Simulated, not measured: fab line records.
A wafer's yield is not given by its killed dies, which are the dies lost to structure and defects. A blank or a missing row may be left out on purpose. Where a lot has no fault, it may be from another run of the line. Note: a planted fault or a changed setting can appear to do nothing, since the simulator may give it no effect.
A struck lot beside a sound one || flow sfq_line || 14 steps out of a route of 325
Sound: wafers L222.3, L222.4, L222.5. Struck: wafer L226.3; the same lot's L226.4 was not struck, so it is left out; see the end for the cause.
For every step that has rows: the tool of each side, followed by ch and its chambers, followed by its first start. Under that, the readings that differ: sound wafers || struck wafers || difference of the means || sigmas: that difference in standard deviations of wafers without a fault.
alike: readings whose means differ by less than 2 such deviations, and words and numbers that are the same on both sides. not compared: withheld readings, readings that some wafer has no value for, bounds like >300 that may hide the same value, and numbers for which the record gives no deviation and whose values overlap.
Wherever a step has rows on one side only, a row that says differs or no value, or a row with sigmas, the two part there. Numbers that don't overlap but have no deviation are shown without sigmas and don't part them. Lack of a reading on every wafer of one side parts them only where that side has two or more wafers.

first, 2 steps without rows for these wafers: SFQ_TRILAYER_M5_LITHO_PEB_126 (peb time 60 s); SFQ_TRILAYER_M5_LITHO_DEVELOP_125 (time 60 s).
SFQ_M5_OVL_MEAS_932:
  sound on overlay-01 at day 47 21:55; struck on overlay-02 at day 48 23:13
  alike: M5_OVL
SFQ_TRILAYER_M5_BARC_OPEN_METAL_ETCH_161: etches BARC in O2, target depth 125 nm, time 41.7 s.
  sound on rie_metal-01 ch 0,1, day 47 21:57; struck on rie_metal-01 ch 1, day 48 23:15
  alike: drypump_motor_current_A, oes_product_au
  not compared: rf_hours_counter_h
SFQ_TRILAYER_M5_ETCH_METAL_ETCH_126: etches Nb in Cl2/BCl3, stops on SiO2, time 203.2 s, target depth 265 nm.
  sound on rie_metal-01 ch 0,1, day 47 22:04; struck on rie_metal-01 ch 1, day 48 23:22
  alike: drypump_motor_current_A, oes_product_au
  not compared: rf_hours_counter_h
then, 3 steps without rows for these wafers: SFQ_TRILAYER_M5_STRIP_STRIP_127 (strips in O2); SFQ_TRILAYER_M5_STRIP_SOLV_CLEAN_128 (cleans in NMP, time 600 s); SFQ_TRILAYER_A5B_DEP_PECVD_129 (deposits SiO2 from SiH4/N2O, time 133.33 s, target thk 600 nm).
SFQ_TRILAYER_A5B_CMP_CMP_130: polishes, stops on Nb, target thk 340.7 nm.
  sound on cmp-01 ch 2,3, day 49 10:36; struck on cmp-01 ch 3, day 50 15:06
  alike: motor_current_A, slurry_filter_dp_kPa
then, 1 step without rows for these wafers: SFQ_TRILAYER_A5B_METRO_MEASURE_131.
SFQ_TRILAYER_R5_DEP_SPUTTER_132: material Ti, target thk 5 nm, time 5 s.
  sound on pvd_sputter-05 at day 49 14:48; struck on pvd_sputter-05 at day 50 17:48
  alike: chamber_pressure_pa, throttle_valve_pct
SFQ_TRILAYER_R5_DEP_SPUTTER_133: material MoNx, target thk 40 nm, time 66.7 s.
  sound on pvd_sputter-05 at day 49 14:49; struck on pvd_sputter-05 at day 50 17:49
  alike: chamber_pressure_pa, throttle_valve_pct
SFQ_TRILAYER_R5_DEP_SPUTTER_134: material Ti, target thk 5 nm, time 5 s.
  sound on pvd_sputter-05 at day 49 14:52; struck on pvd_sputter-05 at day 50 17:52
{"reading": "chamber_pressure_pa (Pa)", "sound": "0.4001 0.3991 0.4008", "struck": 0.3979, "difference": -0.0021, "sigmas": -3}
{"reading": "model.Ti_of_TRILAYER_R5_DEP_SPUTTER_134.thk_nm (nm)", "sound": "5.014 5.086 4.991", "struck": 6.742, "difference": "+1.712", "sigmas": ""}
  alike: throttle_valve_pct
SFQ_R5_RS_MEAS_933: a four-point-probe measurement.
  sound on film_metro-04 at day 49 14:56; struck on film_metro-03 at day 50 17:56
{"reading": "R5_MONX_RS (ohm/sq)", "sound": "7.15 7.03 7.15", "struck": 6.89, "difference": -0.22, "sigmas": -2}

WHERE THEY PART
Last at SFQ_R5_RS_MEAS_933 as far as this record goes, first at SFQ_TRILAYER_R5_DEP_SPUTTER_134.

WHY: the cause the simulator had injected
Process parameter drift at SFQ_TRILAYER_R5_DEP_SPUTTER_134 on pvd_sputter-05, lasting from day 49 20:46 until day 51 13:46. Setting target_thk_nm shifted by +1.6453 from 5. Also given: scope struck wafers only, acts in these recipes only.
